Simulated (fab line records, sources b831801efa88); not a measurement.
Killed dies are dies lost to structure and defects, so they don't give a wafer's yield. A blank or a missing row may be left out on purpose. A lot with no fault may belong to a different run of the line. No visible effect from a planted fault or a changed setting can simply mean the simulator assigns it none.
fab line records    flow gf180mcu    part 1 of 2: steps 1 to 26 of 35
record lots=5  wafers=15  last_day=33
route steps=602 shown M2@378 V2@382 M3@409
lots that met no fault: taken from a fault-free run of the same line
start_h: start of the lot's first displayed wafer, in hours after the record's first day    wait_h: hours since the lot's step before    " the same as in the row above    L1.1+2: several wafers, shown together as one row    - no value, or no start was given    * or withheld: withheld    < > ~ a bound
route shown NAME@n: a module of which the file shows steps, and the number in the route of the first    usual: the fault-free wafers' mean and standard deviation    same: alike in all rows    chamber/n: place in a boat    sites: the reading at each site    _std_site: standard deviation across them    _edge_site: mean of outer sites minus mean of inner sites    radius_mm: for every site, how far away it sits from the centre of the wafer    mask NAME#n: copy n    behind: the last tool/chamber to shape the wafer    hold: what put the lot on hold/how long, in hours/how the hold closed    device: the n, p or np transistor that did not switch    end of line: the tests these same wafers got at the end of their route    a step without rows: its recipe alone    killed: count of dies lost to structure and defects at first sort (not the wafer's yield)    map: per-die view of a wafer (x killed, . not killed, _ where there is no die)
set.NAME: the run value of the setting; set.NAME@STEP: its run value at that earlier step    model.NAME: the simulator's own value behind a step, which no gauge read
a table for each step, a row for each wafer; lots at some steps of the route
services: when a tool's chamber went out of use (start_h, in hours from the record's first day, below 0 if earlier), for how many hours, and the reason
## steps
# step GF_M2_METAL_ETCH_16
# recipe chemistry=Cl2/BCl3  mask_material=KrF  target_depth_nm=627.5  stop_on=SiO2  pressure_mtorr=8  icp_w=800  bias_w=140  Cl2_flow_sccm=80  bcl3_flow_sccm=40  time_s=104.6
# usual drypump_motor_current_A=5.7/0.42  oes_product_au=0.970/0.0063  throttle_valve_pct=28.252/0.01
lot.wafer  tool          chamber  start_h  wait_h  drypump_motor_current_A  oes_product_au  rf_hours_counter_h  throttle_valve_pct
L074.2     rie_metal-02  0        435.29   0.0     5.4                      0.971           8                   28.251
L074.3     "             0        "        "       5.4                      0.975           -                   28.252
L074.5     "             1        "        "       5.4                      0.971           -                   28.250
L077.1     rie_metal-03  0        464.34   0.0     5.8                      0.974           10                  28.258
L077.2     "             0        "        "       5.8                      0.972           -                   28.242
L077.3     "             0        "        "       5.8                      0.969           -                   28.256
L093.1     rie_metal-03  0        592.51   0.0     5.8                      0.963           1                   28.258
L093.4     "             0        "        "       5.8                      0.969           -                   28.264
L093.6     "             0        "        "       5.8                      0.969           -                   28.275
L094.2     rie_metal-04  0        593.65   0.0     5.4                      0.972           13                  28.227
L094.3     "             0        "        "       5.4                      0.972           -                   28.241
L094.4     "             1        "        "       6.4                      0.973           -                   28.242
L096.2     rie_metal-04  1        608.35   0.0     6.4                      0.961           5                   28.255
L096.5     "             0        "        "       5.4                      0.971           -                   28.257
L096.6     "             1        "        "       6.5                      0.966           -                   28.273
# step GF_M2_STRIP_17
# recipe chemistry=O2/N2  power_w=1400  pressure_mtorr=1500  platen_temp_c=250  o2_flow_sccm=3000  n2_flow_sccm=300  overash_fraction=0.5
# usual drypump_motor_current_A=5.82/0.11  heater_power_w=335/37  oes_product_au=0.558/0.0053  strip_time_to_endpoint_s=7.88/0.044
lot.wafer  tool             chamber  start_h  wait_h  drypump_motor_current_A  heater_power_w  oes_product_au  rf_hours_counter_h  strip_time_to_endpoint_s
L074.2     plasma_asher-01  1        435.40   0.1     5.75                     343             0.560           33                  7.81
L074.3     "                0        "        "       5.77                     351             0.560           -                   7.80
L074.5     "                0        "        "       5.76                     351             0.553           -                   7.84
L077.1     plasma_asher-01  1        464.56   0.2     5.77                     339             0.553           36                  7.88
L077.2     "                0        "        "       5.75                     349             0.556           36                  7.86
L077.3     "                1        "        "       5.76                     341             0.551           -                   7.86
L093.1     plasma_asher-02  1        592.63   0.1     5.91                     284             0.560           96                  7.83
L093.4     "                0        "        "       5.96                     390             0.551           -                   7.84
L093.6     "                1        "        "       5.91                     273             0.564           -                   7.86
L094.2     plasma_asher-02  1        593.76   0.1     5.88                     285             0.565           96                  7.93
L094.3     "                0        "        "       5.95                     385             0.561           -                   7.90
L094.4     "                1        "        "       5.90                     280             0.555           -                   7.93
L096.2     plasma_asher-01  1        608.46   0.1     5.75                     329             0.551           51                  7.88
L096.5     "                0        "        "       5.74                     349             0.553           -                   7.88
L096.6     "                1        "        "       5.74                     352             0.563           -                   7.93
# step GF_M2_STRIP_18
# recipe chemistry=post_etch_residue_remover  time_s=1200  temp_c=72.5
lot.wafer   tool          chamber  start_h  wait_h
L074.2+3+5  wet_bench-02  0        435.50   0.1
L077.1+2+3  wet_bench-03  2        464.66   0.1
L093.1+4+6  wet_bench-03  3        592.73   0.1
L094.2+3+4  wet_bench-04  2        593.86   0.1
L096.2+5+6  wet_bench-03  3        608.56   0.1
# step GF_M2_CLEAN_19
# recipe chemistry=DIW  dry=n2_spin
lot.wafer   tool          chamber  start_h  wait_h
L074.2+3+5  wet_bench-03  0        435.84   0.0
L077.1+2+3  wet_bench-02  0        465.00   0.0
L093.1+4+6  wet_bench-04  3        593.10   0.0
L094.2+3+4  wet_bench-03  2        594.20   0.0
L096.2+5+6  wet_bench-02  3        608.93   0.0
# step GF_V2_CVD_00
# recipe material=SiO2  target_thk_nm=600  sigma_open_frac=0.3  temp_c=400  time_s=100  sih4_flow_sccm=60  pressure_mtorr=6
# usual susceptor_temp_C=400.02/0.21
lot.wafer  tool       chamber  start_h  wait_h  susceptor_temp_C
L074.2     hdpcvd-01  0        435.93   0.0     400.34
L074.3     "          2        "        "       399.99
L074.5     "          2        "        "       399.85
L077.1     hdpcvd-02  0        465.10   0.0     400.25
L077.2     "          2        "        "       400.17
L077.3     "          1        "        "       399.92
L093.1     hdpcvd-02  1        593.19   0.0     399.74
L093.4     "          2        "        "       399.92
L093.6     "          0        "        "       400.01
L094.2     hdpcvd-02  1        594.30   0.0     400.01
L094.3     "          2        "        "       400.02
L094.4     "          2        "        "       399.80
L096.2     hdpcvd-01  0        609.02   0.0     400.23
L096.5     "          0        "        "       400.53
L096.6     "          1        "        "       400.12
# step GF_V2_THK_MEAS_01
# recipe reads=SiO2_of_V2_CVD_00
# usual V2_CVD_00_THK=599/9
lot.wafer  tool           chamber  start_h  wait_h  V2_CVD_00_THK[nm]
L074.2     film_metro-01  -        436.02   0.0     606
L074.3     "              -        "        "       590
L074.5     "              -        "        "       594
L077.1     film_metro-03  -        465.17   0.0     596
L077.2     "              -        "        "       603
L077.3     "              -        "        "       587
L093.1     film_metro-03  -        593.26   0.0     600
L093.4     "              -        "        "       611
L093.6     "              -        "        "       593
L094.2     film_metro-02  -        594.38   0.0     612
L094.3     "              -        "        "       616
L094.4     "              -        "        "       618
L096.2     film_metro-03  -        609.11   0.0     607
L096.5     "              -        "        "       607
L096.6     "              -        "        "       597
# step GF_V2_CVD_02
# recipe material=SiO2  target_thk_nm=850  precursor=TEOS  temp_c=400  time_s=94.851  rf_w=600
# usual heater_power_w=672/130  susceptor_temp_C=400.02/0.19
lot.wafer  tool      chamber  start_h  wait_h  heater_power_w  susceptor_temp_C
L074.2     pecvd-04  1        436.07   0.0     738             399.94
L074.3     "         2        "        "       786             400.17
L074.5     "         2        "        "       808             400.16
L077.1     pecvd-04  2        465.23   0.1     716             400.10
L077.2     "         0        "        "       804             400.09
L077.3     "         1        "        "       673             400.35
L093.1     pecvd-04  2        593.32   0.1     743             399.89
L093.4     "         1        "        "       719             399.87
L093.6     "         0        "        "       855             399.94
L094.2     pecvd-03  1        594.43   0.0     767             400.12
L094.3     "         2        "        "       451             400.05
L094.4     "         1        "        "       803             400.10
L096.2     pecvd-02  1        609.16   0.0     548             399.89
L096.5     "         0        "        "       586             400.31
L096.6     "         1        "        "       622             400.11
# step GF_V2_THK_MEAS_03
# recipe reads=SiO2_of_V2_CVD_02
# usual V2_CVD_02_THK=855/13
lot.wafer  tool           chamber  start_h  wait_h  V2_CVD_02_THK[nm]
L074.2     film_metro-03  -        436.15   0.0     847
L074.3     "              -        "        "       847
L074.5     "              -        "        "       858
L077.1     film_metro-01  -        465.30   0.0     844
L077.2     "              -        "        "       841
L077.3     "              -        "        "       844
L093.1     film_metro-01  -        593.39   0.0     855
L093.4     "              -        "        "       863
L093.6     "              -        "        "       843
L094.2     film_metro-01  -        594.51   0.0     844
L094.3     "              -        "        "       855
L094.4     "              -        "        "       865
L096.2     film_metro-02  -        609.27   0.1     850
L096.5     "              -        "        "       870
L096.6     "              -        "        "       868
# step GF_V2_CMP_04
# recipe material=SiO2  down_force_psi=4  platen_rpm=60  pad_velocity_m_s=0.94248
# usual motor_current_A=11.7/1  time_to_endpoint_s=84/7
lot.wafer  tool    chamber  start_h  wait_h  motor_current_A  time_to_endpoint_s
L074.2     cmp-01  3        436.20   0.0     11.1             81
L074.3     "       0        "        "       12.3             73
L074.5     "       3        "        "       10.5             84
L077.2     cmp-01  0        465.36   0.0     11.9             72
L077.1     "       2        "        "       11.8             84
L077.3     "       3        "        "       11.2             75
L093.1     cmp-01  2        593.45   0.1     11.9             85
L093.4     "       0        "        "       11.9             81
L093.6     "       3        "        "       10.5             72
L094.3     cmp-01  0        594.61   0.1     12.1             82
L094.4     "       1        "        "       12.7             94
L094.2     "       2        "        "       13.0             87
L096.2     cmp-01  1        609.37   0.1     13.4             82
L096.5     "       0        "        "       12.4             82
L096.6     "       1        "        "       12.5             89
# step GF_V2_BOW_MEAS_05
# recipe mode=bow
# usual V2_BOW=99/9.5
lot.wafer  tool           chamber  start_h  wait_h  V2_BOW[um]
L074.2     film_metro-02  -        436.52   0.3     111
L074.3     "              -        "        "       103
L074.5     "              -        "        "       82
L077.1     film_metro-02  -        465.66   0.1     104
L077.2     "              -        "        "       91
L077.3     "              -        "        "       109
L093.1     film_metro-02  -        593.75   0.2     110
L093.4     "              -        "        "       106
L093.6     "              -        "        "       105
L094.2     film_metro-03  -        594.88   0.1     89
L094.3     "              -        "        "       94
L094.4     "              -        "        "       101
L096.2     film_metro-02  -        609.64   0.2     89
L096.5     "              -        "        "       109
L096.6     "              -        "        "       90
# step GF_V2_DEHYDRATE_06
# recipe temp_c=200  time_s=60
# usual resist_line_temp_C=23.02/0.11
lot.wafer  tool            chamber  start_h  wait_h  resist_line_temp_C
L074.2     litho_track-02  0        448.47   11.9    22.84
L074.3     "               0        "        "       22.81
L074.5     "               0        "        "       22.90
L077.1     litho_track-02  0        477.09   11.4    23.21
L077.2     "               0        "        "       23.30
L077.3     "               0        "        "       23.09
L093.1     litho_track-03  0        602.68   8.9     22.88
L093.4     "               0        "        "       22.86
L093.6     "               0        "        "       23.07
L094.2     litho_track-01  0        603.72   8.8     23.18
L094.3     "               0        "        "       23.07
L094.4     "               0        "        "       23.07
L096.2     litho_track-02  0        619.37   9.7     23.00
L096.5     "               0        "        "       22.92
L096.6     "               0        "        "       23.11
# step GF_V2_HMDS_07
# recipe prime_time_s=60  prime_temp_c=120
# usual resist_line_temp_C=23.00/0.085
# same prime_time_s=60
lot.wafer  tool            chamber  start_h  wait_h  resist_line_temp_C
L074.2     litho_track-02  0        448.62   0.1     22.89
L074.3     "               0        "        "       22.98
L074.5     "               0        "        "       23.01
L077.1     litho_track-02  0        477.24   0.1     22.92
L077.2     "               0        "        "       23.01
L077.3     "               0        "        "       22.90
L093.1     litho_track-03  0        602.83   0.1     23.04
L093.4     "               0        "        "       23.12
L093.6     "               0        "        "       23.13
L094.2     litho_track-01  0        603.87   0.1     23.03
L094.3     "               0        "        "       23.02
L094.4     "               0        "        "       23.10
L096.2     litho_track-02  0        619.52   0.1     22.98
L096.5     "               0        "        "       22.95
L096.6     "               0        "        "       23.04
# step GF_V2_COAT_08
# recipe resist=BARC  temp_c=withheld  time_s=withheld  spin_rpm=withheld  resist_thk_nm=withheld
# usual resist_line_temp_C=*
lot.wafer  tool            chamber  start_h  wait_h  resist_line_temp_C
L074.2     litho_track-02  0        448.77   0.1     *
L074.3     "               0        "        "       *
L074.5     "               0        "        "       *
L077.1     litho_track-02  0        477.39   0.1     *
L077.2     "               0        "        "       *
L077.3     "               0        "        "       *
L093.1     litho_track-03  0        602.98   0.1     *
L093.4     "               0        "        "       *
L093.6     "               0        "        "       *
L094.2     litho_track-01  0        604.02   0.1     *
L094.3     "               0        "        "       *
L094.4     "               0        "        "       *
L096.2     litho_track-02  0        619.67   0.1     *
L096.5     "               0        "        "       *
L096.6     "               0        "        "       *
# step GF_V2_COAT_09
# recipe resist=KrF  spin_rpm=withheld  resist_thk_nm=1000
# usual resist_line_temp_C=22.99/0.11
lot.wafer  tool            chamber  start_h  wait_h  resist_line_temp_C
L074.2     litho_track-02  0        -        -       22.97
L074.3     "               0        "        "       23.00
L074.5     "               0        "        "       22.97
L077.1     litho_track-02  0        -        -       23.15
L077.2     "               0        "        "       23.11
L077.3     "               0        "        "       22.98
L093.1     litho_track-03  0        -        -       22.87
L093.4     "               0        "        "       22.89
L093.6     "               0        "        "       22.94
L094.2     litho_track-01  0        -        -       22.95
L094.3     "               0        "        "       23.03
L094.4     "               0        "        "       22.98
L096.2     litho_track-02  0        -        -       23.05
L096.5     "               0        "        "       23.12
L096.6     "               0        "        "       22.94
# step GF_V2_SOFTBAKE_10
# recipe temp_c=130  time_s=60  resist=KrF
# usual resist_line_temp_C=22.97/0.12
lot.wafer  tool            chamber  start_h  wait_h  resist_line_temp_C
L074.2     litho_track-02  0        -        -       22.98
L074.3     "               0        "        "       23.08
L074.5     "               0        "        "       22.94
L077.1     litho_track-02  0        -        -       23.24
L077.2     "               0        "        "       23.02
L077.3     "               0        "        "       23.04
L093.1     litho_track-03  0        -        -       23.07
L093.4     "               0        "        "       23.09
L093.6     "               0        "        "       23.25
L094.2     litho_track-01  0        -        -       22.95
L094.3     "               0        "        "       23.02
L094.4     "               0        "        "       23.02
L096.2     litho_track-02  0        -        -       22.81
L096.5     "               0        "        "       22.88
L096.6     "               0        "        "       22.90
# step GF_V2_EXPOSE_11
# recipe mask_id=Via2  target_cd_nm=260  na=0.68  source_shape=conventional  sigma_outer=0.6  dose_mj=38
# usual reticle_temp_C=23.00/0.12
# same sigma_outer=0.6
lot.wafer  tool            chamber  start_h  wait_h  mask    reticle_temp_C
L074.2     krf_scanner-02  0        -        -       Via2#0  22.95
L074.3     "               0        "        "       Via2#0  22.91
L074.5     "               0        "        "       Via2#0  23.04
L077.1     krf_scanner-02  0        -        -       Via2#0  23.05
L077.2     "               0        "        "       Via2#0  22.87
L077.3     "               0        "        "       Via2#0  23.10
L093.1     krf_scanner-01  0        -        -       Via2#0  22.64
L093.4     "               0        "        "       Via2#0  22.98
L093.6     "               0        "        "       Via2#0  22.71
L094.2     krf_scanner-01  0        -        -       Via2#0  23.22
L094.3     "               0        "        "       Via2#0  23.00
L094.4     "               0        "        "       Via2#0  23.00
L096.2     krf_scanner-01  0        -        -       Via2#0  22.95
L096.5     "               0        "        "       Via2#0  22.91
L096.6     "               0        "        "       Via2#0  22.95
# step GF_V2_PEB_12
# recipe peb_temp_c=135  peb_time_s=90  resist=KrF
# usual resist_line_temp_C=22.99/0.11
lot.wafer  tool            chamber  start_h  wait_h  resist_line_temp_C
L074.2     litho_track-03  0        -        -       22.98
L074.3     "               0        "        "       23.10
L074.5     "               0        "        "       22.92
L077.1     litho_track-02  0        -        -       23.05
L077.2     "               0        "        "       23.26
L077.3     "               0        "        "       23.17
L093.1     litho_track-02  0        -        -       22.96
L093.4     "               0        "        "       22.99
L093.6     "               0        "        "       23.02
L094.2     litho_track-01  0        -        -       23.18
L094.3     "               0        "        "       22.96
L094.4     "               0        "        "       23.02
L096.2     litho_track-03  0        -        -       23.04
L096.5     "               0        "        "       22.93
L096.6     "               0        "        "       23.03
# step GF_V2_DEVELOP_13
# recipe develop_time_s=60  resist=KrF  dev_temp_c=21
# usual resist_line_temp_C=23.01/0.1
lot.wafer  tool            chamber  start_h  wait_h  resist_line_temp_C
L074.2     litho_track-03  0        460.31   0.2     23.08
L074.3     "               0        "        "       23.05
L074.5     "               0        "        "       23.06
L077.1     litho_track-02  0        488.79   0.2     23.10
L077.2     "               0        "        "       23.11
L077.3     "               0        "        "       22.97
L093.1     litho_track-02  0        613.84   0.2     23.05
L093.4     "               0        "        "       23.04
L093.6     "               0        "        "       23.02
L094.2     litho_track-01  0        615.17   0.2     22.97
L094.3     "               0        "        "       23.10
L094.4     "               0        "        "       23.01
L096.2     litho_track-03  0        629.21   0.2     22.96
L096.5     "               0        "        "       22.86
L096.6     "               0        "        "       23.02
# step GF_V2_CD_MEAS_14
# recipe target_cd_nm=260
# usual cd_nm=260.3/1.2
lot.wafer  tool       chamber  start_h  wait_h  cd_nm
L074.2     cd_sem-01  -        460.45   0.1     263.1
L074.3     "          -        "        "       260.9
L074.5     "          -        "        "       262.8
L077.1     cd_sem-02  -        488.94   0.1     260.5
L077.2     "          -        "        "       260.4
L077.3     "          -        "        "       260.5
L093.1     cd_sem-01  -        613.99   0.1     259.6
L093.4     "          -        "        "       260.9
L093.6     "          -        "        "       259.9
L094.2     cd_sem-02  -        615.31   0.1     260.4
L094.3     "          -        "        "       259.7
L094.4     "          -        "        "       259.5
L096.2     cd_sem-02  -        629.35   0.1     261.7
L096.5     "          -        "        "       263.1
L096.6     "          -        "        "       262.2
# step GF_V2_OVL_MEAS_15
# usual V2_OVL=-1/5.8
lot.wafer  tool        chamber  start_h  wait_h  V2_OVL[nm]
L074.2     overlay-02  -        460.56   0.1     -4
L074.3     "           -        "        "       -11
L074.5     "           -        "        "       0
L077.1     overlay-02  -        489.06   0.1     -7
L077.2     "           -        "        "       -4
L077.3     "           -        "        "       -11
L093.1     overlay-02  -        614.11   0.1     -9
L093.4     "           -        "        "       -9
L093.6     "           -        "        "       -6
L094.2     overlay-02  -        615.42   0.1     -3
L094.3     "           -        "        "       -5
L094.4     "           -        "        "       -3
L096.2     overlay-01  -        629.46   0.1     -4
L096.5     "           -        "        "       0
L096.6     "           -        "        "       0
# step GF_V2_ETCH_16
# recipe chemistry=N2/H2  target_depth_a=withheld  overetch_a=withheld  time_s=withheld  target=BARC  ion_energy_ev=200  source_w=500  bias_w=100  pressure_mtorr=30  n2_flow_sccm=100  h2_flow_sccm=200
# usual drypump_motor_current_A=5.7/0.51  oes_product_au=0.855/0.0048  throttle_valve_pct=13.226/0.0099
lot.wafer  tool         chamber  start_h  wait_h  drypump_motor_current_A  oes_product_au  throttle_valve_pct
L074.2     rie_diel-01  3        460.59   0.0     5.4                      0.853           13.216
L074.3     "            1        "        "       6.6                      0.848           13.214
L074.5     "            1        "        "       6.6                      0.854           13.218
L077.1     rie_diel-03  3        489.10   0.0     5.6                      0.846           13.223
L077.2     "            0        "        "       5.5                      0.853           13.245
L077.3     "            1        "        "       5.3                      0.858           13.234
L093.1     rie_diel-04  1        614.15   0.0     6.3                      0.857           13.230
L093.4     "            2        "        "       5.6                      0.851           13.227
L093.6     "            2        "        "       5.6                      0.864           13.228
L094.2     rie_diel-03  3        615.45   0.0     5.6                      0.855           13.228
L094.3     "            1        "        "       5.3                      0.856           13.241
L094.4     "            0        "        "       5.5                      0.850           13.225
L096.2     rie_diel-03  3        629.49   0.0     5.6                      0.860           13.241
L096.5     "            3        "        "       5.6                      0.851           13.230
L096.6     "            0        "        "       5.5                      0.842           13.241
# step GF_V2_ETCH_17
# recipe chemistry=C4F8/O2/Ar  mask_material=KrF  target=SiO2  stop_on=TiN  source_w=1500  bias_w=1200  pressure_mtorr=40  c4f8_flow_sccm=withheld  O2_flow_sccm=6  Ar_flow_sccm=300  time_s=withheld  target_depth_a=6300
# usual oes_product_au=0.857/0.0047
lot.wafer  tool         chamber  start_h  wait_h  oes_product_au
L074.2     rie_diel-01  3        -        -       0.856
L074.3     "            1        "        "       0.856
L074.5     "            1        "        "       0.848
L077.1     rie_diel-03  3        -        -       0.864
L077.2     "            0        "        "       0.856
L077.3     "            1        "        "       0.861
L093.1     rie_diel-04  1        -        -       0.857
L093.4     "            2        "        "       0.854
L093.6     "            2        "        "       0.862
L094.2     rie_diel-03  3        -        -       0.858
L094.3     "            1        "        "       0.851
L094.4     "            0        "        "       0.861
L096.2     rie_diel-03  3        -        -       0.857
L096.5     "            3        "        "       0.863
L096.6     "            0        "        "       0.860
# step GF_V2_STRIP_18
# recipe chemistry=O2/N2  power_w=1400  pressure_mtorr=1500  platen_temp_c=250  o2_flow_sccm=3000  n2_flow_sccm=300  overash_fraction=0.5
# usual drypump_motor_current_A=5.89/0.11  heater_power_w=340/41  oes_product_au=0.592/0.0053
lot.wafer  tool             chamber  start_h  wait_h  drypump_motor_current_A  heater_power_w  oes_product_au  rf_hours_counter_h
L074.2     plasma_asher-01  1        460.72   -       5.76                     347             0.585           36
L074.3     "                1        "        "       5.77                     339             0.591           -
L074.5     "                0        "        "       5.75                     359             0.594           -
L077.1     plasma_asher-01  1        489.30   -       5.72                     338             0.592           39
L077.2     "                0        "        "       5.73                     359             0.590           39
L077.3     "                1        "        "       5.76                     341             0.596           -
L093.1     plasma_asher-02  1        614.28   -       5.93                     285             0.585           98
L093.4     "                0        "        "       5.96                     400             0.584           -
L093.6     "                1        "        "       5.89                     282             0.594           -
L094.2     plasma_asher-03  0        615.58   -       6.12                     329             0.594           86
L094.3     "                1        "        "       5.88                     358             0.591           -
L094.4     "                0        "        "       6.09                     320             0.596           -
L096.2     plasma_asher-02  0        629.68   -       5.93                     388             0.593           100
L096.5     "                0        "        "       5.94                     385             0.595           -
L096.6     "                1        "        "       5.89                     275             0.592           -
# step GF_V2_STRIP_19
# recipe chemistry=post_etch_residue_remover  time_s=1200  temp_c=72.5
lot.wafer   tool          chamber  start_h  wait_h
L074.2+3+5  wet_bench-01  1        460.82   0.1
L077.1+2+3  wet_bench-04  1        489.40   0.1
L093.1+4+6  wet_bench-03  2        614.38   0.1
L094.2+3+4  wet_bench-04  2        615.68   0.1
L096.2+5+6  wet_bench-01  2        629.78   0.1
# step GF_V2_CLEAN_20
# recipe chemistry=DIW  dry=n2_spin
lot.wafer   tool          chamber  start_h  wait_h
L074.2+3+5  wet_bench-04  0        461.19   0.0
L077.1+2+3  wet_bench-03  3        489.74   0.0
L093.1+4+6  wet_bench-01  0        614.75   0.0
L094.2+3+4  wet_bench-03  2        616.02   0.0
L096.2+5+6  wet_bench-03  3        630.15   0.0
# step GF_V2_SPUTTER_21
# recipe material=Ti  target_thk_nm=15  chamber_pressure_pa=5  power_w=2500  substrate_temp_c=200  time_s=80.02
# usual throttle_valve_pct=30.1/0.87
lot.wafer  tool            chamber  start_h  wait_h  throttle_valve_pct
L074.2     pvd_sputter-01  -        461.28   0.0     29.6
L074.3     "               -        "        "       31.2
L074.5     "               -        "        "       31.2
L077.1     pvd_sputter-03  -        489.83   0.0     30.0
L077.2     "               -        "        "       31.0
L077.3     "               -        "        "       30.1
L093.1     pvd_sputter-04  -        614.84   0.0     29.1
L093.4     "               -        "        "       29.8
L093.6     "               -        "        "       29.6
L094.2     pvd_sputter-04  -        616.12   0.0     29.0
L094.3     "               -        "        "       29.9
L094.4     "               -        "        "       29.8
L096.2     pvd_sputter-01  -        630.34   0.0     31.2
L096.5     "               -        "        "       31.2
L096.6     "               -        "        "       30.7
